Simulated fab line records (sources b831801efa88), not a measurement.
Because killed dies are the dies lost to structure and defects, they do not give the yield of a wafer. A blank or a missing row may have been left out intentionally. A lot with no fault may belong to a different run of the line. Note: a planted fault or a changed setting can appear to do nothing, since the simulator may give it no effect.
Problem report, 8D (eight disciplines) form, completed by code + flow sky130 + the parts of the form that need people (team, actions taken, sign-off) are left out

== 1. THE PROBLEM ==
stripTimeToEndpointS at SKY_PWDE_STRIP_09 reads a mean of 18.81 s on 6 wafers of 2 lots; wafers without a fault read 36.87 s with a standard deviation of 0.12. That is -99 or more standard deviations from the usual mean.
The step: strips in O2/N2.
Seen first at day 7 11:17 on plasmaAsher-01, wafer L878.2. The record holds 42 wafers of 14 lots with a number at this step. Rule for "out" (also "out of limits"): further than 4 standard deviations from the usual mean. Any other wafer with a number is counted as sound.

== 2. WHAT IT IS, WHAT IT ISN'T ==
| question                    | is                     | is not                                                                                       |
|-----------------------------|------------------------|----------------------------------------------------------------------------------------------|
| which readings at this step | stripTimeToEndpointS   | drypumpMotorCurrentA                                                                         |
| which lots                  | L878, L880             | L864, L866, L867, L868, L871, L872, L876, L882, L883, L884, L885, L887                       |
| which wafers of those lots  | all that have a number | -                                                                                            |
| read on which tools         | plasmaAsher-01         | plasmaAsher-03, plasmaAsher-04                                                               |
| when                        | from day 7 11:17       | up to then (21 sound wafers); but 15 sound wafers of L882, L883, L884, L885, L887 came after |

== 3. SUSPECTS, AND WHAT RULES EACH OUT ==
Counting: a tool at any process step up to the reading remains a suspect when it ran all the lots that are out and ran no sound lot after the first of those.
- lithoTrack-01 at SKY_PWDE_COAT_02 (resist thk 3000 nm): kept. Every lot that is out went through it, starting with L878 (day 7 00:52), and after that it ran no sound lot; the last sound lot it ran before then is L872 (day 5 18:40).
- plasmaAsher-01 at SKY_PWDE_STRIP_09 (strips in O2/N2): ruled out as a lasting fault. Following L878 (day 7 11:17), the first lot on it that is out, the sound lots L883, L884, L885 were run on it.
After counting, what remains is lithoTrack-01 at SKY_PWDE_COAT_02.

== 4. THE CAUSE (what the simulator had put in) ==
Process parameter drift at SKY_PWDE_COAT_02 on lithoTrack-01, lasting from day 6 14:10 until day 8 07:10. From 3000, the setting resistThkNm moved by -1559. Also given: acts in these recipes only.
This tool alone remained once counting was done.

== 5. THE CHAIN OF EFFECTS, in route order ==
Each row: a reading whose mean over the struck wafers that have a number lies more than 3 standard deviations from the usual. Readings are gone through only where the record gives a usual standard deviation; hours: the median, over the lots, of the time from a lot's start at the first step in this table giving one to that lot's start at this step; sigmas: the change measured in usual standard deviations.
| hours | step              | reading              | usual   | on struck wafers | change | sigmas      |
|-------|-------------------|----------------------|---------|------------------|--------|-------------|
| 0     | SKY_PWDE_STRIP_09 | stripTimeToEndpointS | 36.87 s | 18.81            | -18.06 | -99 or more |
The process steps in it:
- SKY_PWDE_STRIP_09: strips in O2/N2.

== 6. WHAT WOULD HAVE CAUGHT IT SOONER ==
In this record no reading fell out of limits until day 7 11:17, 21 hours after the fault had begun at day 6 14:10.
No tool reading at SKY_PWDE_COAT_02 that has a usual standard deviation in the record was out on any struck wafer, so an alarm limit of 4 standard deviations on those readings would not have fired.
The start of SKY_PWDE_COAT_02 on lithoTrack-01 came by day 7 11:17 for every one of the lots that are out (2). None of them would have been spared by holding the tool at that moment.
